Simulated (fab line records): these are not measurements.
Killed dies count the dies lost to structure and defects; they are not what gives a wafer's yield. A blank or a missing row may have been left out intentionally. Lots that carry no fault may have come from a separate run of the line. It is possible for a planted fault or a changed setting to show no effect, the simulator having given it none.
A lot that was struck, set against a sound lot ; flow sky130 ; 15 out of 708 route steps
Sound: wafers L803.1, L803.4, L803.5. Struck: wafer L800.2 (left out: L800.4, a lot-mate that was not struck); the cause follows at the end.
Each step with rows lists, per side, the tool, then ch with its chambers, then its first start. Under that, the readings that differ: sound wafers ; struck wafers ; difference of the means ; sigmas: that difference in standard deviations of wafers without a fault.
alike: words and numbers the same on both sides, and readings whose means are apart by under 2 such deviations; not compared: readings that were withheld, readings missing a value for some wafer, numbers with overlapping values and no deviation given by the record, and bounds like >300 which may hide the same value.
A row with sigmas, a row that says differs or no value, or rows on one side alone: a step with any of these is where the two part. Numbers that don't overlap but have no deviation are shown without sigmas and don't part them. Lack of a reading on every wafer of one side parts them only where that side has two or more wafers.

first, 1 step without rows for these wafers: SKY_VIA4_DEVELOP_10 (develop time 60 s).
SKY_VIA4_OVL_MEAS_11:
  struck on overlay-01, day 45 17:23; sound on overlay-02, day 46 08:17
  alike: VIA4_OVL
SKY_VIA4_ETCH_12: etches SiO2 in C4F8/O2/Ar, stops on TiN, target depth 580 nm.
  sound on rie_diel-01 ch 1,2,3, day 46 08:19; struck on rie_diel-04 ch 3, day 45 17:25
  alike: oes_product_au
SKY_VIA4_STRIP_13: strips in O2/N2.
  sound on plasma_asher-01 ch 0,1, day 46 08:24; struck on plasma_asher-03 ch 0, day 45 17:30
reading;sound;struck;difference;sigmas
strip_time_to_endpoint_s (s);12.79 12.84 12.92;12.77;-0.08;-2
  alike: drypump_motor_current_A, oes_product_au
  not compared: rf_hours_counter_h
then, 4 steps without rows for these wafers: SKY_VIA4_STRIP_14 (strips in post etch residue remover, time 1200 s); SKY_VIA4_CLEAN_15 (cleans in IPA, time 180 s); SKY_VIA4_CLEAN_16 (cleans in O3/DIW); SKY_VIA4_SPUTTER_17 (material TiN, target thk 20 nm, time 80 s).
SKY_VIA4_CVD_18: deposits W, target thk 505 nm, time 152.14 s.
  sound on cvd_w-02 ch 0,1, day 46 09:05; struck on cvd_w-02 ch 0, day 45 18:09
  alike: heater_power_outer_w, heater_power_w
SKY_VIA4_RS_MEAS_19: a four-point-probe measurement.
  struck on film_metro-04, day 45 18:19; sound on film_metro-04, day 46 09:14
  alike: VIA4_W_RS
SKY_VIA4_THK_MEAS_20: measures by xrf.
  struck on film_metro-04, day 45 18:26; sound on film_metro-04, day 46 09:21
reading;sound;struck;difference;sigmas
VIA4_W_THK (nm);490 489 488;504;+15;+2
SKY_VIA4_CMP_21: polishes, stops on SiO2, t overpolish 25 s, target thk 0 nm.
  sound on cmp-02 ch 0,2,3, day 46 10:02; struck on cmp-01 ch 3, day 45 18:29
  alike: head_pressure_psi, motor_current_A, overpolish_run_s, time_to_endpoint_s
SKY_METAL5_SPUTTER_00: material Ti, target thk 15 nm, time 10 s.
  struck on pvd_sputter-01, day 45 18:47; sound on pvd_sputter-04, day 46 10:17
reading;sound;struck;difference;sigmas
throttle_valve_pct (%);28.6 30.7 28.5;31.5;+2.2;+3
model.Ti_of_METAL5_SPUTTER_00.thk_nm (nm);15.26 15.14 15.16;23.88;+8.69;
  alike: chamber_pressure_pa
SKY_METAL5_SPUTTER_01: material TiN, target thk 20 nm, time 16.7 s.
  struck on pvd_sputter-01, day 45 18:48; sound on pvd_sputter-04, day 46 10:18
reading;sound;struck;difference;sigmas
throttle_valve_pct (%);28.4 30.5 28.4;31.8;+2.7;+3
  alike: chamber_pressure_pa
-- the record jumps here: 3 days lie between the struck wafers' starts before and after (it left off in module METAL5 and takes up again in module PAD_OPEN, whose first step shown is number 708 of the route) --
SKY_PAD_OPEN_PROBE_99:
  record: rows for the struck wafers here (prober-01, day 48 08:39), none for the sound ones

== WHERE THEY PART ==
First at SKY_VIA4_STRIP_13; last, within this record, at SKY_PAD_OPEN_PROBE_99.

WHY: whatever the simulator had introduced
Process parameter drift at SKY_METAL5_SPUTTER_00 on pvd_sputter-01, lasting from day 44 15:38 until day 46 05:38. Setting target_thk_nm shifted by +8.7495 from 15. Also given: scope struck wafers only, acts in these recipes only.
